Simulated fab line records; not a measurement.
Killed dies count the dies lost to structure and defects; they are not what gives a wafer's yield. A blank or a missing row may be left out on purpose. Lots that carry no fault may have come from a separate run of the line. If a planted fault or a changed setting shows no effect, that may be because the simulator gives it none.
The tool behind it: which one?    flow gf180mcu    24 lots with 72 wafers sampled at 6 steps, on a route of 602 steps

WHAT EACH GAUGE READ, for each wafer
GF_STI_THK_MEAS_30. Usual: STI_OXIDATION_02_THK typically reads 9.90 nm, with standard deviation 0.19.
lot   measured     on             STI_OXIDATION_02_THK (nm)  flag
L074  day 2 06:26  film-metro-01  9.61 9.82 9.66             
L075  day 2 11:16  film-metro-02  9.94 9.95 9.98             
L076  day 2 16:21  film-metro-03  9.86 10.05 10.04           
L077  day 2 21:59  film-metro-01  9.87 9.84 9.77             
L078  day 3 03:12  film-metro-03  9.95 10.00 9.85            
L079  day 3 08:24  film-metro-02  9.45 9.41 9.54             
L080  day 3 13:28  film-metro-03  9.89 9.97 9.80             
L081  day 3 19:46  film-metro-02  9.51 9.82 9.59             
L082  day 4 00:18  film-metro-03  9.95 10.08 9.85            
L083  day 4 04:34  film-metro-02  10.23 10.16 10.07          
L084  day 4 10:09  film-metro-02  10.01 10.27 10.37          
L085  day 4 15:59  film-metro-03  9.89 9.99 9.96             
L086  day 4 19:37  film-metro-01  9.77 9.80 9.90             
L087  day 5 01:35  film-metro-03  9.93 9.91 9.95             
L088  day 5 11:03  film-metro-03  9.94 9.93 9.63             
L089  day 5 18:14  film-metro-01  10.24 10.29 10.02          
L090  day 5 22:16  film-metro-02  9.86 9.66 9.95             
L091  day 6 00:34  film-metro-01  9.81 9.75 9.98             
L092  day 6 03:29  film-metro-03  10.00 10.03 9.92           
L093  day 6 12:33  film-metro-03  9.67 9.85 9.85             
L094  day 6 17:08  film-metro-03  9.99 9.91 9.89             
L095  day 7 00:08  film-metro-03  9.91 9.98 9.89             
L096  day 7 04:31  film-metro-03  9.92 9.99 9.98             
L097  day 7 08:53  film-metro-02  9.87 9.79 9.97             

GF_VT_IMPLANT_RS_MEAS_47: a four-point-probe measurement. Usual: NWELL_RS typically reads 488.3 ohm/sq, with standard deviation 1.1.
lot   measured      on             NWELL_RS (ohm/sq)  flag
L074  day 7 18:49   film-metro-02  487.8 490.0 489.9  
L075  day 8 00:35   film-metro-02  487.1 488.8 488.9  
L076  day 8 06:19   film-metro-02  489.3 487.8 488.2  
L077  day 8 14:07   film-metro-01  490.4 490.2 490.1  
L078  day 8 20:04   film-metro-04  486.4 487.3 487.1  
L079  day 9 04:32   film-metro-01  487.1 486.8 488.5  
L080  day 9 12:13   film-metro-04  486.8 488.5 488.5  
L081  day 9 16:46   film-metro-01  489.9 488.3 489.8  
L082  day 9 23:00   film-metro-02  487.6 486.9 486.8  
L083  day 10 08:25  film-metro-01  488.4 489.5 488.3  
L084  day 10 10:16  film-metro-01  488.9 487.9 488.0  
L085  day 10 18:37  film-metro-01  487.8 486.5 486.4  
L086  day 11 00:32  film-metro-02  487.8 486.5 487.9  
L087  day 11 07:58  film-metro-04  486.6 487.6 486.2  
L088  day 11 19:43  film-metro-04  488.2 488.5 488.5  
L089  day 12 06:07  film-metro-01  488.4 487.8 487.9  
L090  day 12 11:49  film-metro-04  488.6 488.1 490.2  
L091  day 12 13:37  film-metro-04  487.1 487.1 487.9  
L092  day 12 19:20  film-metro-02  488.2 486.8 486.7  
L093  day 13 06:47  film-metro-01  488.0 489.5 487.9  
L094  day 13 11:48  film-metro-02  488.7 486.4 487.9  
L095  day 13 21:41  film-metro-01  489.8 489.1 488.0  
L096  day 14 03:31  film-metro-02  489.5 490.8 489.7  
L097  day 14 10:10  film-metro-04  487.9 488.8 488.5  

GF_CONTACT_THK_MEAS_26: measures by xrf. Usual: CONTACT_W_THK typically reads 313 nm, with standard deviation 4.
lot   measured      on             CONTACT_W_THK (nm)  flag
L074  day 16 20:16  film-metro-04  310 315 316         
L075  day 17 07:50  film-metro-02  319 314 313         
L076  day 17 08:28  film-metro-02  316 311 316         
L077  day 17 19:09  film-metro-02  319 310 320         
L078  day 18 11:07  film-metro-04  309 310 318         
L079  day 18 20:26  film-metro-01  317 316 315         
L080  day 19 02:10  film-metro-02  320 313 323         
L081  day 19 17:35  film-metro-02  313 318 313         
L082  day 19 16:25  film-metro-01  315 315 317         
L083  day 20 01:56  film-metro-04  311 311 312         
L084  day 20 08:04  film-metro-02  318 314 317         
L085  day 20 15:37  film-metro-01  310 313 314         
L086  day 21 00:05  film-metro-02  319 312 315         
L087  day 21 09:01  film-metro-02  319 322 317         
L088  day 22 00:19  film-metro-04  314 311 311         
L089  day 22 12:17  film-metro-02  310 310 311         
L090  day 22 15:08  film-metro-01  313 309 314         
L091  day 22 23:30  film-metro-01  316 312 316         
L092  day 23 04:51  film-metro-04  313 311 316         
L093  day 23 15:47  film-metro-04  309 313 305         
L094  day 23 21:08  film-metro-01  308 316 307         
L095  day 24 10:05  film-metro-01  308 315 317         
L096  day 24 13:37  film-metro-01  313 309 318         
L097  day 24 21:54  film-metro-01  315 312 309         

GF_V3_CD_MEAS_14 targets a cd of 260 nm. Usual: cd-nm at 259.7 nm, with a standard deviation of 1.1.
lot   measured      on         cd-nm (nm)         flag
L074  day 23 04:47  cd-sem-01  257.9 258.5 257.5  
L075  day 23 15:23  cd-sem-02  259.7 259.1 259.5  
L076  day 23 17:17  cd-sem-02  258.4 258.4 258.2  
L077  day 24 03:17  cd-sem-01  261.1 260.5 260.3  
L078  day 24 20:19  cd-sem-02  260.0 260.7 260.2  
L079  day 25 04:10  cd-sem-02  261.5 260.7 261.0  
L080  day 25 08:41  cd-sem-01  261.7 262.1 262.0  
L081  day 25 22:04  cd-sem-01  258.8 260.3 259.7  
L082  day 25 21:23  cd-sem-02  259.4 260.5 259.3  
L083  day 26 05:59  cd-sem-01  258.1 258.6 258.4  
L084  day 26 09:57  cd-sem-01  258.9 259.4 259.1  
L085  day 26 17:29  cd-sem-01  259.4 259.5 258.0  
L086  day 26 23:40  cd-sem-02  259.0 260.6 260.5  
L087  day 27 07:07  cd-sem-01  260.6 260.5 260.0  
L088  day 27 20:07  cd-sem-02  258.7 259.2 258.7  
L089  day 28 07:42  cd-sem-02  260.3 260.3 260.3  
L090  day 28 09:29  cd-sem-02  261.1 259.5 260.6  
L091  day 28 17:29  cd-sem-01  260.9 260.6 259.6  
L092  day 28 22:30  cd-sem-02  259.0 259.0 259.3  
L093  day 29 06:55  cd-sem-02  259.6 259.2 260.0  
L094  day 29 12:08  cd-sem-02  259.7 260.4 260.2  
L095  day 29 23:37  cd-sem-01  260.5 260.7 259.3  
L096  day 30 02:14  cd-sem-01  256.6 256.4 256.6  
L097  day 30 08:28  cd-sem-02  259.7 260.0 259.7  

TOOL THAT RAN EACH LOT (tool first, then ch and the chambers of the sampled wafers, then the start)
lot   GF_STI_ETCH_13                     GF_M2_SPUTTER_04
L074  rie-diel-04 ch 2,3, day 2 01:47    pvd-sputter-04, day 18 23:43
L075  rie-diel-04 ch 0,2, day 2 06:26    pvd-sputter-03, day 19 11:50
L076  rie-diel-03 ch 2,3, day 2 12:07    pvd-sputter-02, day 19 12:37
L077  rie-diel-04 ch 1,2, day 2 16:59    pvd-sputter-02, day 20 00:01
L078  rie-diel-03 ch 0,1,3, day 2 22:17  pvd-sputter-02, day 20 16:51
L079  rie-diel-04 ch 0,2,3, day 3 04:07  pvd-sputter-02, day 21 01:43
L080  rie-diel-04 ch 0,1,3, day 3 09:05  pvd-sputter-04, day 21 07:17
L081  rie-diel-03 ch 1,2, day 3 14:49    pvd-sputter-03, day 21 23:03
L082  rie-diel-02 ch 1,2, day 3 19:35    pvd-sputter-02, day 21 21:37
L083  rie-diel-03 ch 1,2,3, day 4 00:20  pvd-sputter-04, day 22 06:50
L084  rie-diel-04 ch 1,2,3, day 4 05:40  pvd-sputter-02, day 22 11:42
L085  rie-diel-04 ch 2,3, day 4 10:31    pvd-sputter-03, day 22 19:11
L086  rie-diel-03 ch 0,2,3, day 4 15:16  pvd-sputter-02, day 23 03:08
L087  rie-diel-02 ch 0,1,3, day 4 20:14  pvd-sputter-02, day 23 12:08
L088  rie-diel-03 ch 0,2,3, day 5 02:25  pvd-sputter-02, day 24 01:56
L089  rie-diel-04 ch 0,2,3, day 5 06:37  pvd-sputter-04, day 24 13:42
L090  rie-diel-02 ch 0,3, day 5 11:58    pvd-sputter-03, day 24 15:58
L091  rie-diel-04 ch 0,1, day 5 17:02    pvd-sputter-03, day 25 00:32
L092  rie-diel-04 ch 0,1,2, day 5 23:11  pvd-sputter-02, day 25 06:01
L093  rie-diel-03 ch 1,2, day 6 07:16    pvd-sputter-03, day 25 15:18
L094  rie-diel-02 ch 1,2,3, day 6 12:25  pvd-sputter-03, day 25 21:52
L095  rie-diel-02 ch 1,2,3, day 6 16:23  pvd-sputter-02, day 26 09:17
L096  rie-diel-04 ch 2,3, day 6 20:05    pvd-sputter-02, day 26 13:26
L097  rie-diel-02 ch 0,1,3, day 7 00:16  pvd-sputter-03, day 26 20:35
- GF_STI_ETCH_13: etches the open film in CHF3/O2, stops on Si, target depth 282.31 nm, time 112.9 s.
- GF_M2_SPUTTER_04: material TiN, target thk 50 nm, time 40.11 s.

WHAT THE TOOLS THEMSELVES READ (means of the sampled wafers that have a number; where no wafer has one, the mark that the record gives instead)
GF_STI_ETCH_13. Usual: drypump-motor-current-A 6.0 A, standard deviation 0.44; oes-product-au 0.833 a.u., standard deviation 0.0061; throttle-valve-pct 8.811 %, standard deviation 0.0093.
lot   tool         drypump-motor-current-A (A)  oes-product-au (a.u.)  throttle-valve-pct (%)  flag
L074  rie-diel-04  6.2                          0.838                  8.813                   
L075  rie-diel-04  5.6                          0.838                  8.815                   
L076  rie-diel-03  6.5                          0.833                  8.812                   
L077  rie-diel-04  5.7                          0.832                  8.807                   
L078  rie-diel-03  6.3                          0.837                  8.818                   
L079  rie-diel-04  5.9                          0.837                  8.815                   
L080  rie-diel-04  5.6                          0.835                  8.816                   
L081  rie-diel-03  6.2                          0.834                  8.816                   
L082  rie-diel-02  5.9                          0.835                  8.821                   
L083  rie-diel-03  6.3                          0.832                  8.801                   
L084  rie-diel-04  5.9                          0.832                  8.812                   
L085  rie-diel-04  6.2                          0.834                  8.818                   
L086  rie-diel-03  6.6                          0.828                  8.814                   
L087  rie-diel-02  5.9                          0.830                  8.808                   
L088  rie-diel-03  6.6                          0.828                  8.818                   
L089  rie-diel-04  5.9                          0.834                  8.809                   
L090  rie-diel-02  6.0                          0.818                  8.800                   
L091  rie-diel-04  5.3                          0.836                  8.810                   
L092  rie-diel-04  5.6                          0.834                  8.816                   
L093  rie-diel-03  6.0                          0.839                  8.815                   
L094  rie-diel-02  6.0                          0.822                  8.815                   
L095  rie-diel-02  6.0                          0.835                  8.802                   
L096  rie-diel-04  6.2                          0.836                  8.809                   
L097  rie-diel-02  5.9                          0.824                  8.812                   

GF_M2_SPUTTER_04. Usual: throttle-valve-pct at 29.8 %, with a standard deviation of 0.84.
lot   tool            throttle-valve-pct (%)  flag
L074  pvd-sputter-04  29.0                    
L075  pvd-sputter-03  28.8                    
L076  pvd-sputter-02  30.7                    
L077  pvd-sputter-02  30.6                    
L078  pvd-sputter-02  30.3                    
L079  pvd-sputter-02  30.1                    
L080  pvd-sputter-04  29.4                    
L081  pvd-sputter-03  28.9                    
L082  pvd-sputter-02  30.7                    
L083  pvd-sputter-04  29.3                    
L084  pvd-sputter-02  30.1                    
L085  pvd-sputter-03  29.0                    
L086  pvd-sputter-02  30.1                    
L087  pvd-sputter-02  30.2                    
L088  pvd-sputter-02  30.4                    
L089  pvd-sputter-04  29.3                    
L090  pvd-sputter-03  28.6                    
L091  pvd-sputter-03  29.2                    
L092  pvd-sputter-02  30.5                    
L093  pvd-sputter-03  29.0                    
L094  pvd-sputter-03  28.9                    
L095  pvd-sputter-02  30.2                    
L096  pvd-sputter-02  30.1                    
L097  pvd-sputter-03  29.1                    

THE ANSWER, worked out from the rows above alone
Rule: lot off if the mean of its wafers having a number is beyond 3 standard deviations from the usual mean. Also off: a lot with no number at a reading for which 4 or more lots have one. The other lots that the step has rows for count as sound. First the gauges in route order, then the tools' own readings, where a lot's mean is used as printed above. The first step at which some lot is off is used, and at that step the reading that is off furthest; a lot without a number counts as furthest.
Nothing can be told from this: no lot is off at any reading shown.

WHAT HAD BEEN PUT IN BY THE SIMULATOR
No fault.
